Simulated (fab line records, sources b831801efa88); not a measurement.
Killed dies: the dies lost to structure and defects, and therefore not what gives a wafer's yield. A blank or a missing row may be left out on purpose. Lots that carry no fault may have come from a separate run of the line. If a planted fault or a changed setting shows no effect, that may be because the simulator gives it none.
Split-lot trial | flow gf180mcu | route with 602 steps; 5 lots, 23 wafers read

== ON THE SPLIT ==
At GF_STI_CVD_03 (deposits Si3N4 from DCS/NH3, target thk 207.16 nm, time 3551 s), the setting pressureMtorr was moved away from the recipe's 250 mTorr on 15 of the 23 wafers read, by -12.5% to +5.1%. For the rest of the wafers, this setting stayed at what the recipe calls for.

Reading taken at the split's own step.

== THE READING ==
Si3N4_of_STI_CVD_03.thkNm (the simulator's own value, which no gauge read), in nm, at GF_STI_CVD_03 (deposits Si3N4 from DCS/NH3, target thk 207.16 nm, time 3551 s). No usual value for it is given in the file. Here, 8 wafers ran the recipe; their average is 205.7 nm with a standard deviation of 1.2 nm.

wafer  | tool, chamber at the split | pressureMtorr as run, mTorr | against the recipe | Si3N4_of_STI_CVD_03.thkNm, nm | against lot-mates on the recipe
L079.2 | -, -                       | 218.7                       | -12.5%             | 197.3                         | no lot-mate on the recipe
L079.3 | -, -                       | 218.7                       | -12.5%             | 195.1                         | no lot-mate on the recipe
L079.4 | -, -                       | 218.7                       | -12.5%             | 195.1                         | no lot-mate on the recipe
L079.5 | -, -                       | 218.7                       | -12.5%             | 196.3                         | no lot-mate on the recipe
L079.6 | -, -                       | 218.7                       | -12.5%             | 195.7                         | no lot-mate on the recipe
L080.2 | lpcvd-02, 0                | 250                         | recipe             | 205                           | -
L080.5 | lpcvd-02, 0                | 250                         | recipe             | 203.4                         | -
L080.6 | lpcvd-02, 0                | 250                         | recipe             | 205.2                         | -
L081.1 | -, -                       | 250                         | recipe             | 206.6                         | -
L081.2 | -, -                       | 250                         | recipe             | 206.7                         | -
L081.3 | -, -                       | 250                         | recipe             | 207.5                         | -
L081.4 | -, -                       | 250                         | recipe             | 205.9                         | -
L081.5 | -, -                       | 250                         | recipe             | 205.1                         | -
L082.1 | -, -                       | 262.7                       | +5.1%              | 210.7                         | no lot-mate on the recipe
L082.2 | -, -                       | 262.7                       | +5.1%              | 210.7                         | no lot-mate on the recipe
L082.3 | -, -                       | 262.7                       | +5.1%              | 208.9                         | no lot-mate on the recipe
L082.5 | -, -                       | 262.7                       | +5.1%              | 211.9                         | no lot-mate on the recipe
L082.6 | -, -                       | 262.7                       | +5.1%              | 211.1                         | no lot-mate on the recipe
L084.1 | -, -                       | 228                         | -8.8%              | 202.7                         | no lot-mate on the recipe
L084.2 | -, -                       | 228                         | -8.8%              | 203                           | no lot-mate on the recipe
L084.4 | -, -                       | 228                         | -8.8%              | 202.2                         | no lot-mate on the recipe
L084.5 | -, -                       | 228                         | -8.8%              | 201.8                         | no lot-mate on the recipe
L084.6 | -, -                       | 228                         | -8.8%              | 201.7                         | no lot-mate on the recipe

THE FIT
A straight line over all 23 wafers: Si3N4_of_STI_CVD_03.thkNm changes by +0.734 nm for each +1% of pressureMtorr; r = +0.95; the points scatter about the line by 1.7 nm.
Too few moved wafers with a lot-mate on the recipe to fit a line net of each lot's own level.

== FILE'S OWN FIT ==
Si3N4_of_STI_CVD_03.thkNm changes by +0.733 nm for each +1% of pressureMtorr, r = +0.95.
